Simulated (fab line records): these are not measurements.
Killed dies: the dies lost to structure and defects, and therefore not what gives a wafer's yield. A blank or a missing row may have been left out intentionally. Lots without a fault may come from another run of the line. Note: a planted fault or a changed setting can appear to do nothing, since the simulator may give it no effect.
A struck lot beside a sound one | flow sky130 | 17 out of 708 route steps
Sound: these wafers, L358.2, L358.3, L358.5. The struck wafers were L370.2, L370.5, L370.6. The cause comes at the end.
At each step with rows: each side's tool, then ch and its chambers, then its first start. Under that, the readings that differ: sound wafers | struck wafers | difference of the means | sigmas: that difference in standard deviations of wafers without a fault.
alike: same words and numbers on both sides, and readings whose means sit less than 2 such deviations apart. not compared: any withheld reading, any reading some wafer has no value for, any bound like >300 that may hide the same value, and any number with overlapping values for which the record gives no deviation.
A row with sigmas, a row that says differs or no value, or rows on one side alone: a step with any of these is where the two part. Numbers that have no deviation but don't overlap get no sigmas and don't part them. A reading missing from all wafers of one side parts the sides only when that side holds two or more wafers.

first, 5 steps without rows for these wafers: SKY_SD_N_COAT_02 (resist thk 1140 nm); SKY_SD_N_SOFTBAKE_03 (time 60 s); SKY_SD_N_EXPOSE_04 (exposes mask NSDM, target cd 380 nm); SKY_SD_N_PEB_05; SKY_SD_N_DEVELOP_06 (develop time 60 s).
SKY_SD_N_CD_MEAS_07: the cd target is 380 nm.
  struck on cd sem-01, day 31 16:11; sound on cd sem-01, day 27 22:20
  alike: cd nm
SKY_SD_N_OVL_MEAS_08:
  struck on overlay-02, day 31 16:18; sound on overlay-02, day 27 22:26
  alike: SD_N_OVL
then, 2 steps without rows for these wafers: SKY_SD_N_IMPLANT_09; SKY_SD_N_IMPLANT_10.
SKY_SD_N_STRIP_11: strips in O2/N2.
  sound on plasma asher-01 ch 0,1, day 27 22:46; struck on plasma asher-02 ch 0,1, day 31 16:38
  alike: chamber pressure mTorr, drypump motor current A, oes product au, strip time to endpoint s
  not compared: rf hours counter h
SKY_SD_N_TW_MEAS_12:
  struck on film metro-02, day 31 16:44; sound on film metro-03, day 27 22:53
  alike: SD_N_TW
then, 1 step without rows for these wafers: SKY_SD_N_CLEAN_13 (cleans in SC1/SC2, time 150 s).
SKY_SD_N_RTA_14: time 2 s.
  sound on rtp anneal-01 ch 0, day 27 22:59; struck on rtp anneal-01 ch 0, day 31 16:51
  reading            | sound             | struck            | difference | sigmas
  lamp power pct (%) | 15.68 15.78 15.70 | 15.02 15.09 14.99 | -0.69      | -13
  alike: chamber o2 ppm, wafer_temp_C_max
SKY_SD_N_RS_MEAS_16: the measuring method here is four-point-probe.
  struck on film metro-04, day 31 17:02; sound on film metro-04, day 27 23:11
  reading          | sound             | struck            | difference | sigmas
  SD_N_RS (ohm/sq) | 68.78 68.70 68.83 | 71.77 71.86 71.79 | +3.04      | +20
SKY_SD_N_RS_MEAS_17: the measuring method here is four-point-probe.
  struck on film metro-04, day 31 17:09; sound on film metro-04, day 27 23:18
  reading          | sound             | struck            | difference | sigmas
  SD_P_RS (ohm/sq) | 147.3 147.5 147.7 | 165.2 165.5 165.6 | +17.9      | +39
SKY_SD_N_RS_MEAS_18: the measuring method here is four-point-probe.
  struck on film metro-04, day 31 17:16; sound on film metro-04, day 27 23:25
  reading               | sound             | struck            | difference | sigmas
  RES_XHIGH_RS (ohm/sq) | 332.9 332.7 331.8 | 336.1 336.1 335.1 | +3.3       | +3
-- record jumps: 17 days separate the struck wafers' starts on either side; left off in module SD_N, taken up again in module PAD_OPEN, whose first shown step is the route's number 708 --
SKY_PAD_OPEN_PROBE_99:
  struck on prober-01, day 48 15:06; sound on prober-02, day 45 18:35
  reading                              | sound           | struck            | difference | sigmas
  model.etest.res xhigh po.line ohm um | 5915 5912 5890  | 6880 6987 6845    | +998       |
  model.etest.res xhigh po.rs ohm sq   | 2024 2056 2056  | 2392 2458 2408    | +374       |
  model.etest.pfet_01v8.r on ohm um    | 2905 2833 2916  | 3134 3112 3168    | +253       |
  model.etest.tip p.rs ohm sq          | 6867 6899 6901  | 7102 7091 7070    | +199       |
  model.etest.res pdiff.line ohm um    | 1396 1358 1375  | 1535 1508 1519    | +144       |
  model.etest.res high po.line ohm um  | 757 771.2 759.5 | 860.2 874.9 866   | +104.5     |
  model.etest.licon high po.rc ohm     | 359 352.9 360   | 443.6 456.7 467.1 | +98.5      |
  alike: killed_at_M0_to_M3, killed_at_M4_up, killed at contacts, killed at front end, killed at other, killed dies, killed open, killed short
  not compared: model.etest.pfet g5v0d10v5.r on ohm um

## WHERE THEY PART
First at SKY_SD_N_RTA_14; last, within this record, at SKY_SD_N_RS_MEAS_18. Later steps at which nothing parts them and some readings are alike: SKY_PAD_OPEN_PROBE_99.

WHY: the cause the simulator had injected
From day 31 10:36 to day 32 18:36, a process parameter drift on rtp anneal-01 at SKY_SD_N_RTA_14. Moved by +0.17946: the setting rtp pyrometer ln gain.
